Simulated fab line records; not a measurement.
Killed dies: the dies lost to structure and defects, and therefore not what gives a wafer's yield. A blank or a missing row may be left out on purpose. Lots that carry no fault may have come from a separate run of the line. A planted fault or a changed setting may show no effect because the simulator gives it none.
The tool behind it: which one? | flow gf180mcu | 6 lots with 18 wafers sampled at 3 steps, on a route of 602 steps

WHAT THE GAUGES READ, wafer by wafer
GF_PSD_RS_MEAS_14: a four-point-probe measurement.
lot  | measured     | on            | NSD_RS (ohm/sq)
L292 | day 14 14:54 | film metro-01 | 46.24 46.23 46.10
L295 | day 15 18:21 | film metro-01 | 46.16 46.24 46.16
L299 | day 16 20:01 | film metro-03 | 46.12 46.13 46.04
L301 | day 17 13:56 | film metro-02 | 45.96 46.14 45.99
L303 | day 18 07:27 | film metro-01 | 46.46 46.37 46.41
L305 | day 18 23:48 | film metro-01 | 42.73 42.70 42.60

TOOL THAT RAN EACH LOT (tool first, then ch and the chambers of the sampled wafers, then the start)
lot  | GF_HV_LDD_RTA_52                 | GF_PSD_RTA_13
L292 | rtp anneal-02 ch 0, day 12 18:23 | rtp anneal-02 ch 0, day 14 14:49
L295 | rtp anneal-01 ch 0, day 13 20:47 | rtp anneal-02 ch 0, day 15 18:16
L299 | rtp anneal-01 ch 0, day 14 19:43 | rtp anneal-01 ch 0, day 16 19:55
L301 | rtp anneal-01 ch 0, day 15 11:22 | rtp anneal-01 ch 0, day 17 13:50
L303 | rtp anneal-01 ch 0, day 16 05:24 | rtp anneal-02 ch 0, day 18 07:22
L305 | rtp anneal-02 ch 0, day 16 21:23 | rtp anneal-02 ch 0, day 18 23:43
- GF_HV_LDD_RTA_52: time 10.53 s.
- GF_PSD_RTA_13: time 20 s.

THE ANSWER, worked out from the rows above alone
Rule: usual is defined by the lots themselves. Put in order of their means at a reading, lots are off if they are a third of the lots or fewer, leave a main group of 4 or more, and stand apart from it by a gap of 3 or more times the standard deviation of the main group's means; of several such gaps the widest counts. Not used: any main group whose means are identical at the precision the tables above print for the reading. Also off: a lot with no number at a reading for which 4 or more lots have one. The other lots that the step has rows for count as sound.
Off: L305, seen at GF_PSD_RS_MEAS_14 (NSD_RS). The main group: mean 46.18 ohm/sq, standard deviation 0.13.
If a tool, at a process step before that reading, ran all the lots that are off and no sound lot after the first of them, it fits. Those tools and the gauges at GF_PSD_RS_MEAS_14 are tried in the same way. 2 tools fit, rtp anneal-02 at GF_HV_LDD_RTA_52 and GF_PSD_RTA_13 and film metro-01 at GF_PSD_RS_MEAS_14, so this cannot tell which one it is.

WHAT THE SIMULATOR PUT IN
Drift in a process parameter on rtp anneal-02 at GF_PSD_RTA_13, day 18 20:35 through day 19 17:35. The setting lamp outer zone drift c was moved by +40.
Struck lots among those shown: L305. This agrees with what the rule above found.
